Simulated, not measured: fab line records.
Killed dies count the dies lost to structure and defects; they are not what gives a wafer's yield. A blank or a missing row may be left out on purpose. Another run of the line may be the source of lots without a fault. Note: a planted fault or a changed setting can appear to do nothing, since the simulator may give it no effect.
Problem report in the 8D (eight disciplines) form, filled by code	flow sky130	the parts of the form that need people (team, actions taken, sign-off) are left out

## 1. PROBLEM STATEMENT
chamberPressurePa at SKY_METAL5_SPUTTER_03 reads a mean of 0.3497 Pa on 6 wafers of 2 lots; wafers without a fault read 0.3999 Pa with a standard deviation of 0.00074. Measured from the usual mean, that is -68 standard deviations.
The step: material Ti, target thk 5 nm, time 3.3 s.
Seen first at day 47 16:42 on pvdSputter-03, wafer L383.4. The record has a number at this step for 39 wafers belonging to 13 lots. Rule for "out" (also "out of limits"): further than 4 standard deviations from the usual mean. The other wafers with a number count as sound.

## 2. WHAT IT IS; WHAT IT IS NOT
question	is	is not
which readings at this step	chamberPressurePa	-
which lots	L383, L388	L368, L369, L371, L373, L374, L375, L377, L378, L379, L384, L385
which wafers of those lots	all that have a number	-
read on which tools	pvdSputter-03	pvdSputter-01, pvdSputter-02
when	from day 47 16:42	up to then (27 sound wafers); but 6 sound wafers of L384, L385 came after

## 3. SUSPECTS, AND WHAT RULES EACH OUT
Counting: a tool at any process step up to the reading remains a suspect when it ran all the lots that are out and ran no sound lot after the first of those.
- pvdSputter-03 at SKY_METAL5_SPUTTER_03 (material Ti, target thk 5 nm, time 3.3 s): kept. It processed each lot that is out, first L383 at day 47 16:42, and no sound lot thereafter; up to then, the last sound lot it processed was L379 at day 46 02:11. Its own chamberPressurePa readings are out on those wafers.
The count leaves pvdSputter-03 at SKY_METAL5_SPUTTER_03.

## 4. THE CAUSE (what the simulator had put in)
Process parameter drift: pvdSputter-03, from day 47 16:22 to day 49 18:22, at SKY_METAL5_SPUTTER_03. Setting chamberPressurePa shifted by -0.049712 from 0.4. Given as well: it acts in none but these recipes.
Only this tool survived the counting.

## 5. SEQUENCE OF EFFECTS, ordered by route
Each row: a reading where the mean over the struck wafers with a number is more than 3 standard deviations away from the usual. Scope: only readings with a usual standard deviation given in the record; hours: median across lots of the time from each lot's start at the first step in this table that gives one to its start at this step; sigmas: change in usual standard deviations.
hours	step	reading	usual	on struck wafers	change	sigmas
0	SKY_METAL5_SPUTTER_03	chamberPressurePa	0.3999 Pa	0.3497	-0.0502	-68
Its process steps:
- SKY_METAL5_SPUTTER_03: material Ti, target thk 5 nm, time 3.3 s.
Later measuring or inspecting steps at which every struck wafer that the step has a row for has a number for every such reading, and none has moved that far: SKY_METAL5_THK_MEAS_06.

## 6. WHAT WOULD HAVE CAUGHT IT SOONER
First out-of-limits reading in this record: day 47 16:42, which is 0 hours after fault onset at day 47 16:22.
